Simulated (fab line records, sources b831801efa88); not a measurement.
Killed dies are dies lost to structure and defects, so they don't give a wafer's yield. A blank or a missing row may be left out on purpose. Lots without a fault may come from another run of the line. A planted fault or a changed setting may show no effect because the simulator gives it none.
fab line records | flow sky130
record lots=6 wafers=18 last_day=50
route steps=708 shown CAPM@554 METAL3@555
lots that met no fault: from a run of the same line without faults
start_h: hours from the record's first day to the start of the lot's first wafer shown | wait_h: hours since the lot's step before | " the same as in the row above | L1.1+2: a row that stands for several wafers | - no value, or no start given | * or withheld: withheld | < > ~ a bound
route shown NAME@n: a module of which the file shows steps, and the number in the route of the first | usual: mean/standard deviation of fault-free wafers | same: alike in all rows | chamber/n: place in a boat | sites: the reading at each site | _std_site: their standard deviation | _edge_site: outer sites' mean less inner sites' | radius_mm: how far each site lies from the wafer's centre | mask NAME#n: copy n | behind: the tool/chamber that last shaped the wafer | hold: why the lot was held/for how many hours/how that ended | device: the transistor (n, p or np) that didn't switch | end of line: the same wafers' tests at the end of the route | a step without rows: its recipe alone | killed: dies lost to structure and defects at the first sort, not the wafer's yield | map: a wafer's dies, x killed, . not, _ none there
set.NAME: the setting as run; set.NAME@STEP: as run at that earlier step | model.NAME: the simulator's own value behind a step, which no gauge read
lots at some steps of the route; a table a step, a row a wafer
services: from which hour (start_h, from the record's first day; less than 0 if before it) a tool's chamber was out of use, for how many hours, and why
## steps
# step SKY_CAPM_CLEAN_17
# recipe chemistry=O3/DIW dry=n2_spin
# step SKY_METAL3_DEHYDRATE_05
# recipe temp_c=200 time_s=60
# step SKY_METAL3_HMDS_06
# recipe prime_time_s=60 prime_temp_c=120
# step SKY_METAL3_COAT_07
# recipe resist=BARC temp_c=withheld time_s=withheld spin_rpm=3000 resist_thk_nm=60
# step SKY_METAL3_COAT_08
# recipe resist=KrF-thick spin_rpm=3000 resist_thk_nm=1140
# step SKY_METAL3_SOFTBAKE_09
# recipe temp_c=100 time_s=90 resist=KrF-thick
# step SKY_METAL3_EXPOSE_10
# recipe mask_id=MM3 na=0.68 source_shape=annular sigma_inner=0.4 sigma_outer=0.8 target_cd_nm=300 dose_mj=28
# step SKY_METAL3_PEB_11
# recipe peb_temp_c=withheld peb_time_s=withheld resist=KrF-thick
# step SKY_METAL3_DEVELOP_12
# recipe develop_time_s=60 resist=KrF-thick dev_temp_c=20.01
# step SKY_METAL3_CD_MEAS_13
# recipe target_cd_nm=300
# usual cd_nm=299.9/1.3
# columns lot.wafer tool chamber start_h wait_h cd_nm
L900.1 cd_sem-02 - 924.23 - 300.3
L900.2 " - " " 299.9
L900.5 " - " " 301.0
L905.2 cd_sem-02 - 965.85 - 299.9
L905.3 " - " " 300.2
L905.6 " - " " 300.7
L906.4 cd_sem-01 - 969.19 - 301.0
L906.5 " - " " 302.2
L906.6 " - " " 298.7
L909.1 cd_sem-01 - 983.23 - 298.5
L909.3 " - " " 299.7
L909.5 " - " " 299.0
L912.3 cd_sem-01 - 1007.73 - 301.8
L912.4 " - " " 301.0
L912.5 " - " " 301.0
L920.1 cd_sem-01 - 1058.44 - 301.5
L920.3 " - " " 300.3
L920.4 " - " " 300.4
# step SKY_METAL3_OVL_MEAS_14
# usual METAL3_OVL=3/5.8
# columns lot.wafer tool chamber start_h wait_h METAL3_OVL[nm]
L900.1 overlay-02 - 924.35 0.1 6
L900.2 " - " " -1
L900.5 " - " " 0
L905.2 overlay-01 - 965.96 0.1 9
L905.3 " - " " 7
L905.6 " - " " 3
L906.4 overlay-02 - 969.27 0.1 5
L906.5 " - " " -1
L906.6 " - " " 3
L909.1 overlay-02 - 983.35 0.1 2
L909.3 " - " " 8
L909.5 " - " " 0
L912.3 overlay-01 - 1007.82 0.1 2
L912.4 " - " " 12
L912.5 " - " " 4
L920.1 overlay-02 - 1058.56 0.1 -1
L920.3 " - " " 4
L920.4 " - " " -10
# step SKY_METAL3_DESCUM_15
# recipe chemistry=O2 source_power_w=150 bias_power_w=0 pressure_mtorr=10 temp_c=40 time_s=8
# usual drypump_motor_current_A=5.6/0.5 oes_product_au=1.002/0.01
# columns lot.wafer tool chamber start_h wait_h drypump_motor_current_A oes_product_au rf_hours_counter_h
L900.1 rie_metal-04 1 924.39 0.0 5.7 0.985 14
L900.2 " 0 " " 5.4 0.989 11
L900.5 " 0 " " 5.4 0.978 -
L905.2 rie_metal-01 0 965.99 0.0 4.9 1.021 17
L905.3 " 0 " " 4.9 1.016 -
L905.6 " 1 " " 6.0 1.003 -
L906.4 rie_metal-01 0 969.30 0.0 4.9 1.013 -
L906.5 " 0 " " 4.9 1.014 -
L906.6 " 1 " " 6.0 1.027 -
L909.1 rie_metal-01 0 983.39 0.0 4.9 1.015 18
L909.3 " 0 " " 4.9 1.010 -
L909.5 " 0 " " 4.9 1.016 -
L912.3 rie_metal-03 0 1007.86 0.0 5.8 1.007 -
L912.4 " 1 " " 6.3 1.005 -
L912.5 " 1 " " 6.3 0.997 -
L920.1 rie_metal-01 1 1058.60 0.0 6.0 1.005 3
L920.3 " 1 " " 5.9 1.003 -
L920.4 " 0 " " 4.9 1.000 -
# step SKY_METAL3_ETCH_16
# recipe chemistry=N2/H2 target=BARC ion_energy_ev=200 bias_w=100 pressure_mtorr=30 n2_flow_sccm=100 h2_flow_sccm=200 icp_w=500 stop_on=SiO2 time_s=88.2 target_depth_a=600
# usual bias_w=100.02/0.3 chamber_pressure_mTorr=30.002/0.029 drypump_motor_current_A=5.6/0.5 oes_product_au=0.626/0.0044 throttle_valve_pct=13.205/0.0094
# columns lot.wafer tool chamber start_h wait_h bias_w chamber_pressure_mTorr drypump_motor_current_A oes_product_au rf_hours_counter_h throttle_valve_pct model.KrF-thick_of_METAL3_COAT_08.thk_nm
L900.1 rie_metal-04 1 924.42 0.0 100.02 30.010 5.7 0.622 14 13.216 1077
L900.2 " 0 " " 99.91 30.016 5.4 0.620 11 13.209 1079
L900.5 " 0 " " 100.03 29.983 5.4 0.622 - 13.192 1078
L905.2 rie_metal-01 0 966.02 0.0 - - - - - - 1131
L905.3 " 0 " " - - - - - - 1133
L905.6 " 1 " " - - - - - - 1128
L906.4 rie_metal-01 0 969.35 0.0 - - - - - - 1132
L906.5 " 0 " " - - - - - - 1133
L906.6 " 1 " " - - - - - - 1133
L909.1 rie_metal-01 0 983.45 0.1 100.03 29.985 4.9 0.627 18 13.199 1085
L909.3 " 0 " " 100.08 30.022 4.9 0.635 - 13.195 1084
L909.5 " 0 " " 100.40 29.990 4.9 0.631 - 13.200 1083
L912.3 rie_metal-03 0 1007.91 0.0 100.12 30.002 5.8 0.622 - 13.209 1079
L912.4 " 1 " " 100.31 29.997 6.3 0.625 - 13.197 1077
L912.5 " 1 " " 99.74 30.036 6.3 0.624 - 13.206 1079
L920.1 rie_metal-01 1 1058.63 0.0 100.18 30.028 6.0 0.626 3 13.219 1075
L920.3 " 1 " " 100.09 30.036 6.0 0.629 - 13.208 1078
L920.4 " 0 " " 100.34 29.988 4.9 0.628 - 13.198 1077
# step SKY_METAL3_ETCH_17
# recipe target=SiO2 stop_on=TiN chemistry=C4F8/O2/Ar source_w=1527 bias_w=1200 pressure_mtorr=40 c4f8_flow_sccm=withheld O2_flow_sccm=6 Ar_flow_sccm=300 time_s=3.9 target_depth_a=150
# usual bias_w=1200/3.7 chamber_pressure_mTorr=40.00/0.036 oes_product_au=0.752/0.0095
# columns lot.wafer tool chamber start_h wait_h bias_w chamber_pressure_mTorr oes_product_au rf_hours_counter_h
L900.1 rie_diel-03 3 924.52 0.1 1201 40.01 0.746 6
L900.2 " 2 " " 1201 39.97 0.723 10
L900.5 " 1 " " 1200 39.98 0.761 -
L905.2 rie_diel-01 0 966.12 0.1 1196 40.00 0.371 5
L905.3 " 3 " " 1199 40.00 0.382 14
L905.6 " 1 " " 1199 40.00 0.376 -
L906.4 rie_diel-02 2 969.43 0.0 1203 40.01 0.375 -
L906.5 " 0 " " 1203 39.96 0.373 -
L906.6 " 3 " " 1206 39.92 0.373 -
L909.1 rie_diel-02 2 983.65 0.2 1198 39.98 0.748 18
L909.3 " 3 " " 1196 39.99 0.763 7
L909.5 " 0 " " 1200 39.97 0.757 -
L912.3 rie_diel-02 1 1007.98 0.0 1203 39.94 0.750 19
L912.4 " 0 " " 1200 40.03 0.753 5
L912.5 " 2 " " 1200 39.97 0.755 -
L920.1 rie_diel-02 2 1058.73 0.1 1205 40.01 0.747 21
L920.3 " 2 " " 1202 39.99 0.748 -
L920.4 " 0 " " 1200 40.05 0.762 -
# step SKY_METAL3_METAL_ETCH_18
# recipe target_depth_a=8450 stop_on=SiO2 over_etch_frac=0.3 time_s=183.1 chemistry=Cl2/BCl3 resist_sidewall_deg=88 pressure_mtorr=10 icp_w=900 bias_w=48.5 Cl2_flow_sccm=60 bcl3_flow_sccm=30
# usual bcl3_flow_sccm=29.99/0.095 bias_w=48.49/0.13 drypump_motor_current_A=5.6/0.43 oes_product_au=0.865/0.0075 throttle_valve_pct=22.265/0.0093
# same over_etch_frac=0.3
# columns lot.wafer tool chamber start_h wait_h bcl3_flow_sccm bias_w drypump_motor_current_A oes_product_au rf_hours_counter_h throttle_valve_pct model.KrF-thick_of_METAL3_COAT_08.thk_nm
L900.1 rie_metal-03 1 924.54 0.0 29.99 48.41 6.3 0.864 4 22.256 527.3
L900.2 " 0 " " 30.11 48.45 5.8 0.867 2 22.275 530.9
L900.5 " 1 " " 30.05 48.20 6.3 0.863 - 22.259 525
L905.2 rie_metal-03 0 966.14 0.0 29.74 48.62 5.7 0.374 4 22.281 580.2
L905.3 " 1 " " 29.91 48.65 6.3 0.378 - 22.241 579
L905.6 " 1 " " 29.86 48.64 6.3 0.377 - 22.272 575.7
L906.4 rie_metal-04 1 969.50 0.1 29.90 48.38 5.7 0.370 - 22.269 583.3
L906.5 " 1 " " 29.92 48.45 5.7 0.378 - 22.273 582.5
L906.6 " 0 " " 30.08 48.49 5.4 0.376 - 22.264 591.3
L909.1 rie_metal-04 1 983.67 0.0 30.15 48.43 5.7 0.876 17 22.266 539.4
L909.3 " 1 " " 29.99 48.37 5.6 0.876 - 22.269 535.5
L909.5 " 1 " " 30.01 48.51 5.7 0.875 - 22.253 533.4
L912.3 rie_metal-01 0 1008.06 0.1 30.06 48.51 4.9 0.853 - 22.257 522.4
L912.4 " 1 " " 29.96 48.43 5.9 0.858 - 22.273 520.7
L912.5 " 1 " " 29.97 48.50 5.9 0.859 - 22.247 527.4
L920.1 rie_metal-03 1 1058.76 0.0 30.07 48.46 6.3 0.873 12 22.254 530.5
L920.3 " 0 " " 30.03 48.43 5.8 0.876 - 22.268 526.7
L920.4 " 1 " " 29.94 48.49 6.3 0.869 - 22.267 527.8
# step SKY_METAL3_STRIP_19
# recipe chemistry=O2/N2 power_w=1400 pressure_mtorr=1500 platen_temp_c=withheld o2_flow_sccm=3000 n2_flow_sccm=300 overash_fraction=0.5
# usual drypump_motor_current_A=5.8/0.35 oes_product_au=0.503/0.0057 strip_time_to_endpoint_s=6.55/0.077
# columns lot.wafer tool chamber start_h wait_h drypump_motor_current_A oes_product_au rf_hours_counter_h strip_time_to_endpoint_s
L900.1 plasma_asher-01 0 924.71 0.1 6.2 0.499 49 6.55
L900.2 " 1 " " 5.9 0.509 49 6.58
L900.5 " 1 " " 5.9 0.501 - 6.50
L905.2 plasma_asher-02 1 966.31 0.1 5.7 0.523 119 7.07
L905.3 " 0 " " 6.0 0.532 - 7.06
L905.6 " 1 " " 5.7 0.524 - 7.01
L906.4 plasma_asher-01 1 969.65 0.1 5.9 0.528 - 7.11
L906.5 " 0 " " 6.2 0.526 - 7.08
L906.6 " 1 " " 5.9 0.527 - 7.17
L909.1 plasma_asher-02 1 983.84 0.1 5.7 0.507 121 6.67
L909.3 " 0 " " 6.0 0.505 - 6.63
L909.5 " 1 " " 5.7 0.506 - 6.60
L912.3 plasma_asher-04 1 1008.21 0.1 5.2 0.496 - 6.49
L912.4 " 0 " " 5.6 0.491 - 6.48
L912.5 " 0 " " 5.6 0.495 - 6.56
L920.1 plasma_asher-01 1 1058.93 0.1 5.9 0.512 61 6.59
L920.3 " 0 " " 6.2 0.499 - 6.55
L920.4 " 1 " " 5.9 0.502 - 6.54
# step SKY_METAL3_STRIP_20
# recipe chemistry=post_etch_residue_remover time_s=1200 temp_c=72.5
## services
# columns tool chamber start_h hours kind
plasma_asher-04 - 902.35 28.1 pm
rie_diel-02 3 924.14 17.2 repair
plasma_asher-01 - 941.58 20.4 repair
rie_diel-02 1 959.73 44.3 repair
rie_diel-02 - 960.61 0.4 repair
rie_diel-02 - 966.72 0.3 repair
plasma_asher-04 - 966.99 5.2 repair
rie_metal-01 1 976.08 - clean
rie_metal-01 1 976.08 14.8 scheduled_down
rie_metal-01 1 976.08 14.8 vent_cycle
plasma_asher-02 - 987.02 7.0 repair
rie_metal-01 - 995.67 4.0 pm
rie_diel-03 1 998.43 5.3 repair
plasma_asher-02 - 999.27 0.7 repair
rie_metal-01 - 999.88 1.0 repair
plasma_asher-04 - 1005.88 1.0 repair
rie_diel-03 - 1013.59 2.8 pm
plasma_asher-02 - 1017.07 4.1 repair
rie_metal-01 1 1018.16 5.2 repair
rie_diel-02 3 1022.15 41.1 repair
plasma_asher-04 - 1033.91 2.8 pm
rie_metal-01 - 1047.35 2.8 pm
plasma_asher-02 - 1055.25 9.0 pm
rie_diel-02 1 1058.58 5.4 repair
## key
first_sign step=SKY_METAL3_ETCH_16 reading=tool_record direction=missing
effect step=SKY_METAL3_ETCH_17 reading=oes_product_au direction=down sigmas=40 usual=0.752 struck=0.375
effect step=SKY_METAL3_METAL_ETCH_18 reading=oes_product_au direction=down sigmas=66 usual=0.865 struck=0.375
effect step=SKY_METAL3_STRIP_19 reading=strip_time_to_endpoint_s direction=up sigmas=6.9 usual=* struck=*
model_effect step=SKY_METAL3_ETCH_16 value=KrF-thick_of_METAL3_COAT_08.thk_nm without=1081 struck=1132
model_effect step=SKY_METAL3_METAL_ETCH_18 value=KrF-thick_of_METAL3_COAT_08.thk_nm without=531.4 struck=582
met_at SKY_METAL3_ETCH_16
struck_wafers L905.2,L905.3,L905.6,L906.4,L906.5,L906.6
later_rows_left_out L905.2,L905.3,L905.6,L906.4,L906.5,L906.6
sort_left_out L905.2,L905.3,L905.6,L906.4,L906.5,L906.6
fault kind=skipped_step_whole tool=rie_metal-01 chamber=- onset_h=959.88 steps=SKY_METAL3_ETCH_16 scope=struck_lots_only
# sort_left_out: the simulated sort isn't trusted on such a fault, so these wafers' sort isn't shown, and their yield isn't known
# later_rows_left_out: the simulator's readings of these wafers behind a module that went badly wrong aren't trusted and aren't shown, but for the sort
